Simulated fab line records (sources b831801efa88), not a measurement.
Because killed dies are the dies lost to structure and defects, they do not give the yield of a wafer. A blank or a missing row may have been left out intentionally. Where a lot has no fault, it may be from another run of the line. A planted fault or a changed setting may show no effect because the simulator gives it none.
Which tool is to blame? | flow sfq-line | 16 lots, 48 wafers sampled, at 4 steps of a route of 325

WHAT THE GAUGES READ, wafer by wafer
No reading from a measuring or inspecting step in the record can be judged against a usual standard deviation.

TOOL THAT RAN EACH LOT (tool first, then ch and the chambers of the sampled wafers, then the start)
lot  | SFQ_TRILAYER_M4_STRIP_STRIP_097   | SFQ_TRILAYER_I4_VIA_LITHO_EXPOSE_104 | SFQ_TRILAYER_I4_VIA_BARC_OPEN_VIA_ETCH_146 | SFQ_TRILAYER_I4_VIA_STRIP_STRIP_107
L364 | rie-metal-04 ch 0,1, day 48 16:28 | krf-scanner-01 ch 0, day 54 15:37    | rie-diel-04 ch 0,2,3, day 54 17:10         | rie-metal-04 ch 0,1, day 54 17:19
L365 | rie-metal-01 ch 0, day 48 19:04   | krf-scanner-01 ch 0, day 54 16:49    | rie-diel-02 ch 0,1,3, day 54 18:22         | rie-metal-03 ch 0,1, day 54 18:31
L366 | rie-metal-02 ch 0,1, day 53 08:49 | krf-scanner-01 ch 0, day 59 01:11    | rie-diel-02 ch 0,1,2, day 59 02:43         | rie-metal-03 ch 0,1, day 59 02:52
L367 | rie-metal-02 ch 0,1, day 53 11:13 | krf-scanner-01 ch 0, day 59 04:47    | rie-diel-02 ch 0,2,3, day 59 06:19         | rie-metal-04 ch 0,1, day 59 06:28
L368 | rie-metal-02 ch 0,1, day 53 19:49 | krf-scanner-01 ch 0, day 59 13:35    | rie-diel-01 ch 1,2,3, day 59 14:44         | rie-metal-03 ch 0,1, day 59 15:06
L369 | rie-metal-01 ch 0,1, day 53 20:53 | krf-scanner-01 ch 0, day 59 14:23    | rie-diel-02 ch 0,1,3, day 59 15:56         | rie-metal-04 ch 0,1, day 59 16:06
L370 | rie-metal-01 ch 0,1, day 54 05:17 | krf-scanner-01 ch 0, day 59 19:11    | rie-diel-01 ch 1,2, day 59 20:43           | rie-metal-04 ch 0,1, day 59 20:52
L371 | rie-metal-02 ch 0,1, day 54 16:08 | krf-scanner-01 ch 0, day 59 23:59    | rie-diel-02 ch 0,1,2, day 60 01:31         | rie-metal-03 ch 0, day 60 01:40
L372 | rie-metal-01 ch 0,1, day 55 07:44 | krf-scanner-02 ch 0, day 60 14:34    | rie-diel-01 ch 0,1,3, day 60 15:55         | rie-metal-01 ch 0,1, day 60 16:04
L374 | rie-metal-01 ch 0,1, day 55 12:32 | krf-scanner-02 ch 0, day 60 20:34    | rie-diel-01 ch 0,1,3, day 60 21:55         | rie-metal-03 ch 0,1, day 60 22:04
L378 | rie-metal-04 ch 0,1, day 56 10:08 | krf-scanner-01 ch 0, day 62 01:18    | rie-diel-01 ch 0,1,2, day 62 02:50         | rie-metal-01 ch 0,1, day 62 02:59
L379 | rie-metal-02 ch 0, day 56 14:56   | krf-scanner-01 ch 0, day 62 03:54    | rie-diel-04 ch 1,2, day 62 05:14           | rie-metal-04 ch 1, day 62 05:23
L380 | rie-metal-01 ch 0,1, day 56 20:56 | krf-scanner-01 ch 0, day 62 10:54    | rie-diel-02 ch 0,1,2, day 62 12:26         | rie-metal-01 ch 0,1, day 62 12:35
L385 | rie-metal-01 ch 0,1, day 61 14:53 | krf-scanner-02 ch 0, day 66 20:15    | rie-diel-01 ch 0,2,3, day 66 21:35         | rie-metal-03 ch 1, day 66 21:44
L386 | rie-metal-02 ch 0,1, day 61 23:17 | krf-scanner-02 ch 0, day 66 23:39    | rie-diel-01 ch 0,1, day 67 01:11           | rie-metal-04 ch 0,1, day 67 01:20
L387 | rie-metal-02 ch 0,1, day 62 04:13 | krf-scanner-02 ch 0, day 67 03:15    | rie-diel-01 ch 0,3, day 67 04:47           | rie-metal-01 ch 0,1, day 67 04:56
- SFQ_TRILAYER_M4_STRIP_STRIP_097: strips in O2.
- SFQ_TRILAYER_I4_VIA_LITHO_EXPOSE_104: exposes mask I4, target cd 700 nm.
- SFQ_TRILAYER_I4_VIA_BARC_OPEN_VIA_ETCH_146: etches BARC in O2, target depth 125 nm, time 41.7 s.
- SFQ_TRILAYER_I4_VIA_STRIP_STRIP_107: strips in O2.

AS READ BY THE TOOLS THEMSELVES (means over the sampled wafers that have a number; for cases with no such wafer, the mark the record gives instead)
SFQ_TRILAYER_M4_STRIP_STRIP_097.
lot  | tool         | drypump-motor-current-A (A) | oes-product-au (a.u.)
L364 | rie-metal-04 | 5.9                         | 1.010
L365 | rie-metal-01 | 6.1                         | 0.998
L366 | rie-metal-02 | 5.3                         | 1.000
L367 | rie-metal-02 | 5.2                         | 0.996
L368 | rie-metal-02 | 5.2                         | 0.996
L369 | rie-metal-01 | 6.0                         | 1.004
L370 | rie-metal-01 | 6.0                         | 1.003
L371 | rie-metal-02 | 5.3                         | 1.005
L372 | rie-metal-01 | 6.0                         | 0.997
L374 | rie-metal-01 | 6.0                         | 1.011
L378 | rie-metal-04 | 5.9                         | 1.015
L379 | rie-metal-02 | 5.1                         | 1.004
L380 | rie-metal-01 | 6.0                         | 1.008
L385 | rie-metal-01 | 6.0                         | 0.993
L386 | rie-metal-02 | 5.2                         | 0.997
L387 | rie-metal-02 | 5.2                         | 0.985

SFQ_TRILAYER_I4_VIA_LITHO_EXPOSE_104.
lot  | tool           | exposure-dose-mJ-cm2
L364 | krf-scanner-01 | 21.305
L365 | krf-scanner-01 | 21.283
L366 | krf-scanner-01 | 21.285
L367 | krf-scanner-01 | 21.298
L368 | krf-scanner-01 | 21.302
L369 | krf-scanner-01 | 21.282
L370 | krf-scanner-01 | 21.299
L371 | krf-scanner-01 | 20.607
L372 | krf-scanner-02 | 21.286
L374 | krf-scanner-02 | 21.299
L378 | krf-scanner-01 | 20.606
L379 | krf-scanner-01 | 20.585
L380 | krf-scanner-01 | 20.581
L385 | krf-scanner-02 | 21.319
L386 | krf-scanner-02 | 21.282
L387 | krf-scanner-02 | 21.306

SFQ_TRILAYER_I4_VIA_BARC_OPEN_VIA_ETCH_146.
lot  | tool        | drypump-motor-current-A (A) | oes-product-au (a.u.)
L364 | rie-diel-04 | 5.5                         | 0.686
L365 | rie-diel-02 | 5.8                         | 0.687
L366 | rie-diel-02 | 5.8                         | 0.685
L367 | rie-diel-02 | 6.3                         | 0.685
L368 | rie-diel-01 | 6.0                         | 0.684
L369 | rie-diel-02 | 5.8                         | 0.685
L370 | rie-diel-01 | 6.1                         | 0.690
L371 | rie-diel-02 | 5.8                         | 0.682
L372 | rie-diel-01 | 5.8                         | 0.683
L374 | rie-diel-01 | 5.8                         | 0.681
L378 | rie-diel-01 | 6.0                         | 0.683
L379 | rie-diel-04 | 6.3                         | 0.687
L380 | rie-diel-02 | 5.8                         | 0.686
L385 | rie-diel-01 | 5.7                         | 0.685
L386 | rie-diel-01 | 6.1                         | 0.687
L387 | rie-diel-01 | 5.6                         | 0.686

SFQ_TRILAYER_I4_VIA_STRIP_STRIP_107.
lot  | tool         | drypump-motor-current-A (A) | oes-product-au (a.u.)
L364 | rie-metal-04 | 5.86                        | 1.013
L365 | rie-metal-03 | 6.12                        | 1.016
L366 | rie-metal-03 | 6.11                        | 1.007
L367 | rie-metal-04 | 5.88                        | 1.002
L368 | rie-metal-03 | 6.22                        | 1.013
L369 | rie-metal-04 | 5.86                        | 1.006
L370 | rie-metal-04 | 5.86                        | 1.010
L371 | rie-metal-03 | 5.98                        | 1.001
L372 | rie-metal-01 | 6.05                        | 1.002
L374 | rie-metal-03 | 6.25                        | 1.011
L378 | rie-metal-01 | 6.04                        | 0.997
L379 | rie-metal-04 | 6.01                        | 1.009
L380 | rie-metal-01 | 6.08                        | 1.006
L385 | rie-metal-03 | 6.40                        | 1.006
L386 | rie-metal-04 | 5.88                        | 1.001
L387 | rie-metal-01 | 6.07                        | 1.007

THE ANSWER, worked out from the rows above alone
Rule: the usual values come from the lots themselves. The widest of any qualifying gaps counts: lots, ordered by their means at a reading, are off when they make up no more than a third of the lots, leave a main group of 4 or more, and stand apart from it by 3 or more times the standard deviation of that group's means. A main group whose means are all the same, to the digits that the tables above print for the reading, isn't used. Also off: a lot with no number at a reading for which 4 or more lots have one. Where the step has rows for the other lots, those lots are counted as sound. The gauges are gone through in route order, then the tools' own readings, and for those a lot's mean is taken as printed above. At the first step where some lot is off, the reading lying furthest off is the one used; lots without a number count as furthest.
Off: L371, L378, L379, L380, at SFQ_TRILAYER_I4_VIA_LITHO_EXPOSE_104 (exposure-dose-mJ-cm2). The main group has a mean of 21.296 with a standard deviation of 0.011.
If a tool, at that step or one of the process steps before it, ran each lot that is off and ran no sound lot following the first of them, it fits. One fits: SFQ_TRILAYER_I4_VIA_LITHO_EXPOSE_104 on krf-scanner-01. Its last sound lot is L370 (day 59 19:11), its first lot that is off L371 (day 59 23:59): a fault that began between those two fits.
On the lots that are off, the tool's own readings at SFQ_TRILAYER_I4_VIA_LITHO_EXPOSE_104 differ by more than 5 times the standard deviation of the sound lots' means, which bears it out; exposure-dose-mJ-cm2 reads 20.595 there versus 21.296 on the sound lots.

WHAT HAD BEEN PUT IN BY THE SIMULATOR
Process parameters drifting: krf-scanner-01 at SFQ_TRILAYER_I4_VIA_LITHO_EXPOSE_104, beginning at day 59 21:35. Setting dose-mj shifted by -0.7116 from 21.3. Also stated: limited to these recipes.
Struck lots among those shown: L371, L378, L379, L380. The rule above found the same.
